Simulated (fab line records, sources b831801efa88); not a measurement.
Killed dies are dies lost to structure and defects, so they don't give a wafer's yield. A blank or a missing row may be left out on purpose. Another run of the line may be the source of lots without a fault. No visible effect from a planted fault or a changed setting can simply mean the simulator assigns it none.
Lot-split experiment	flow gf180mcu	route with 602 steps; 5 lots, 23 wafers read

SPLIT DETAILS
At GF_MIM_COAT_14 (resist thk 1000 nm), the setting resist-thk-nm was moved away from the recipe's 1000 nm on 8 of the 23 wafers read, by -2.5% to +3.0%. All remaining wafers had this setting at the recipe value.

FROM THE SPLIT TO THE READING: what the file shows between them, 4 steps
- GF_MIM_SOFTBAKE_15: time 60 s
- GF_MIM_EXPOSE_16: exposes mask FuseTop, target cd 2000 nm
- GF_MIM_PEB_17
- GF_MIM_DEVELOP_18: develop time 60 s

THE READING
NOVOLAK_of_MIM_COAT_14.thk-nm (the simulator's own value, which no gauge read), in nm, at GF_MIM_METAL_ETCH_19 (etches the open film in Cl2/BCl3, stops on Si3N4, target depth 324.5 nm, time 54.1 s). The file gives no usual value for it. Across the 15 wafers here that went through the recipe, the average is 872.6 nm and the standard deviation 3.4 nm.

wafer	tool, chamber at the split	resist-thk-nm as run, nm	against the recipe	NOVOLAK_of_MIM_COAT_14.thk-nm, nm	against lot-mates on the recipe
L074.2	litho-track-01, 0	1000	recipe	877.7	-
L074.4	litho-track-01, 0	1000	recipe	875	-
L074.6	litho-track-01, 0	1000	recipe	877.5	-
L076.1	litho-track-01, 0	975.3	-2.5%	850.8	-21.6
L076.2	litho-track-01, 0	975.3	-2.5%	846.2	-26.2
L076.3	litho-track-01, 0	1000	recipe	870.9	-
L076.5	litho-track-01, 0	1000	recipe	873.9	-
L076.6	litho-track-01, 0	975.3	-2.5%	842.4	-30.0
L077.1	litho-track-03, 0	1024	+2.4%	893.9	+21.0
L077.3	litho-track-03, 0	1000	recipe	872.1	-
L077.4	litho-track-03, 0	1000	recipe	875.2	-
L077.5	litho-track-03, 0	1024	+2.4%	897.6	+24.7
L077.6	litho-track-03, 0	1000	recipe	871.5	-
L081.2	litho-track-03, 0	1000	recipe	871.2	-
L081.3	litho-track-03, 0	1000	recipe	864.2	-
L081.4	litho-track-03, 0	1030	+3.0%	896.9	+29.2
L081.5	litho-track-03, 0	1030	+3.0%	896.3	+28.6
L081.6	litho-track-03, 0	1030	+3.0%	894.6	+26.9
L084.1	litho-track-03, 0	1000	recipe	873	-
L084.2	litho-track-03, 0	1000	recipe	869.8	-
L084.3	litho-track-03, 0	1000	recipe	875.6	-
L084.4	litho-track-03, 0	1000	recipe	869.2	-
L084.5	litho-track-03, 0	1000	recipe	872.9	-

FIT RESULTS
A straight line over all 23 wafers: NOVOLAK_of_MIM_COAT_14.thk-nm changes by +9.16 nm for each +1% of resist-thk-nm; r = +0.97; the points scatter about the line by 3.7 nm.
The same after taking each lot's own level away (the mean of its wafers on the recipe; 23 wafers): +9.83 nm for each +1%; r = +0.99; scatter 2.4 nm.
The reading moves by 29 nm for the largest change in resist-thk-nm, on that fit.
The lots' own levels span 867.70 to 876.73 nm, that is 2.7 times the standard deviation above.
So the lot-to-lot level changes the slope little: the two slopes agree.
Check: +29 nm against its lot-mates is what the line predicts for one of the wafers moved furthest among these (+3.0%) when that wafer is left out of the fit. It came out at +29.2 nm against them.

THE WHOLE CHAIN: every reading that the file lists as answering this split, in the file's order
step	what it does	reading	change (the file's fit)	r (the file's)
GF_MIM_COAT_14	resist thk 1000 nm	NOVOLAK_of_MIM_COAT_14.thk-nm (the simulator's own value, which no gauge read)	+9.64 nm for each +1% of the setting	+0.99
GF_MIM_METAL_ETCH_19	etches the open film in Cl2/BCl3, stops on Si3N4, target depth 324.5 nm, time 54.1 s	NOVOLAK_of_MIM_COAT_14.thk-nm (the simulator's own value, which no gauge read)	+9.75 nm for each +1% of the setting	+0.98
GF_MIM_STRIP_20	strips in O2/N2	strip-time-to-endpoint-s	withheld for each +1% of the setting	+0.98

THE FILE'S OWN FIT
NOVOLAK_of_MIM_COAT_14.thk-nm changes by +9.75 nm for each +1% of resist-thk-nm, r = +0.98.
